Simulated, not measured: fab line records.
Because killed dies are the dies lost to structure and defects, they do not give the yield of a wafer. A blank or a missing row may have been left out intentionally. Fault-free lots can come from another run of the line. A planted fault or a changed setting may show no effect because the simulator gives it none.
Lot-split experiment + flow sky130 + route with 708 steps; 5 lots, 23 wafers read

== THE SPLIT ITSELF ==
At SKY_FIELD_ISO_OXIDATION_01 (stabilise 600 s, purge 300 s, target thk 12 nm), the setting temp-c was moved away from the recipe's 900 C on 15 of the 23 wafers read, by +0.8% to +1.6%. This setting was run at the recipe's value on the other wafers.

Split to reading: the file shows no intervening step.

== THE READING ==
FIELD_ISO_OXIDATION_00_THK in nanometres, read at SKY_FIELD_ISO_THK_MEAS_02. On this fab line, fault-free wafers typically give 11.65 nm with a standard deviation of 0.18 nm.

| wafer  | tool, chamber at the split | temp-c as run, C | against the recipe | FIELD_ISO_OXIDATION_00_THK, nm | against lot-mates on the recipe |
|--------|----------------------------|------------------|--------------------|--------------------------------|---------------------------------|
| L074.1 | -, -                       | 914.5            | +1.6%              | 13.77                          | no lot-mate on the recipe       |
| L074.2 | -, -                       | 914.5            | +1.6%              | 13.82                          | no lot-mate on the recipe       |
| L074.4 | -, -                       | 914.5            | +1.6%              | 13.81                          | no lot-mate on the recipe       |
| L074.5 | -, -                       | 914.5            | +1.6%              | 13.74                          | no lot-mate on the recipe       |
| L074.6 | -, -                       | 914.5            | +1.6%              | 13.90                          | no lot-mate on the recipe       |
| L078.1 | -, -                       | 900              | recipe             | 11.38                          | -                               |
| L078.2 | -, -                       | 900              | recipe             | 11.68                          | -                               |
| L078.3 | -, -                       | 900              | recipe             | 11.58                          | -                               |
| L078.5 | -, -                       | 900              | recipe             | 11.41                          | -                               |
| L078.6 | -, -                       | 900              | recipe             | 11.49                          | -                               |
| L080.1 | furnace-01, 0              | 900              | recipe             | 11.48                          | -                               |
| L080.3 | furnace-01, 0              | 900              | recipe             | 11.62                          | -                               |
| L080.6 | furnace-01, 0              | 900              | recipe             | 11.31                          | -                               |
| L082.1 | -, -                       | 907.1            | +0.8%              | 12.70                          | no lot-mate on the recipe       |
| L082.3 | -, -                       | 907.1            | +0.8%              | 12.71                          | no lot-mate on the recipe       |
| L082.4 | -, -                       | 907.1            | +0.8%              | 12.86                          | no lot-mate on the recipe       |
| L082.5 | -, -                       | 907.1            | +0.8%              | 12.63                          | no lot-mate on the recipe       |
| L082.6 | -, -                       | 907.1            | +0.8%              | 12.73                          | no lot-mate on the recipe       |
| L085.1 | -, -                       | 911.4            | +1.3%              | 13.02                          | no lot-mate on the recipe       |
| L085.2 | -, -                       | 911.4            | +1.3%              | 13.02                          | no lot-mate on the recipe       |
| L085.4 | -, -                       | 911.4            | +1.3%              | 13.00                          | no lot-mate on the recipe       |
| L085.5 | -, -                       | 911.4            | +1.3%              | 12.93                          | no lot-mate on the recipe       |
| L085.6 | -, -                       | 911.4            | +1.3%              | 12.95                          | no lot-mate on the recipe       |

THE FIT
A straight line over all 23 wafers: FIELD_ISO_OXIDATION_00_THK changes by +1.35 nm for each +1% of temp-c; r = +0.98; the points scatter about the line by 0.17 nm.
Too few moved wafers with a lot-mate on the recipe to fit a line net of each lot's own level.

== THE WHOLE CHAIN: every reading that the file lists as answering this split, in the file's order ==
| step                       | what it does                                   | reading                                                                                | change (the file's fit)              | r (the file's) |
|----------------------------|------------------------------------------------|----------------------------------------------------------------------------------------|--------------------------------------|----------------|
| SKY_FIELD_ISO_OXIDATION_01 | stabilise 600 s, purge 300 s, target thk 12 nm | SiO2_of_FIELD_ISO_OXIDATION_01.thk-nm (the simulator's own value, which no gauge read) | +1.36 nm for each +1% of the setting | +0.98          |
| SKY_FIELD_ISO_THK_MEAS_02  |                                                | FIELD_ISO_OXIDATION_00_THK                                                             | +1.35 for each +1% of the setting    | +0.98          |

== FILE'S OWN FIT ==
FIELD_ISO_OXIDATION_00_THK changes by +1.35 nm for each +1% of temp-c, r = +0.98.
